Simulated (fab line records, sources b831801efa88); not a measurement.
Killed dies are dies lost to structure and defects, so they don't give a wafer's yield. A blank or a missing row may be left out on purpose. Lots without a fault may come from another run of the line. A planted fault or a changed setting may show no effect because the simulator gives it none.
One fault seen from 2 desks | flow sky130 | each desk has only its own numbers; what lay behind them comes last

THE METROLOGY DESK
What the gauges read, lot by lot, whatever tool the lot ran on: means of the sampled wafers that have a number. A lot is out of limits, marked OUT, if its mean lies more than 4 standard deviations from the usual mean; the brackets give that distance.
Columns: A = CAP2M_TIN_THK at SKY_CAP2M_THK_MEAS_04, usual 199.3 nm
lot  | first seen here | A
L852 | day 39 16:55    | 202.4
L853 | day 39 18:10    | 198.9
L857 | day 41 05:50    | 199.0
L858 | day 41 12:13    | 203.4
L859 | day 42 00:55    | 201.7
L861 | day 42 13:42    | 201.4
L862 | day 42 23:35    | 198.1
L865 | day 43 17:23    | 200.6
L868 | day 44 11:10    | 198.1
L874 | day 46 14:05    | 200.0
L875 | day 46 15:47    | 199.8
This desk's finding: nothing out of limits on any of the 11 lots.

THE TOOL OWNER'S DESK: litho_track-04
The tool's own readings at SKY_METAL4_COAT_08 (resist thk 1140 nm): means of the sampled wafers that have a number, for each lot that ran on this tool. A lot is out of limits, marked OUT, if its mean lies more than 4 standard deviations from the usual mean; the brackets give that distance.
Columns: A = chill_plate_temp_C at SKY_METAL4_COAT_08, usual 23.02 C
lot  | first seen here | A
L858 | day 42 21:00    | 22.97
L859 | day 43 12:00    | 23.01
L861 | day 43 23:00    | 23.01
L862 | day 44 09:00    | 22.95
L865 | day 45 02:00    | 23.08
This desk's finding: nothing out of limits on any of the 5 lots.

PUT TOGETHER
The metrology desk saw nothing out of limits.
The tool owner's desk saw nothing out of limits.

WHAT THE SIMULATOR HAD PUT IN
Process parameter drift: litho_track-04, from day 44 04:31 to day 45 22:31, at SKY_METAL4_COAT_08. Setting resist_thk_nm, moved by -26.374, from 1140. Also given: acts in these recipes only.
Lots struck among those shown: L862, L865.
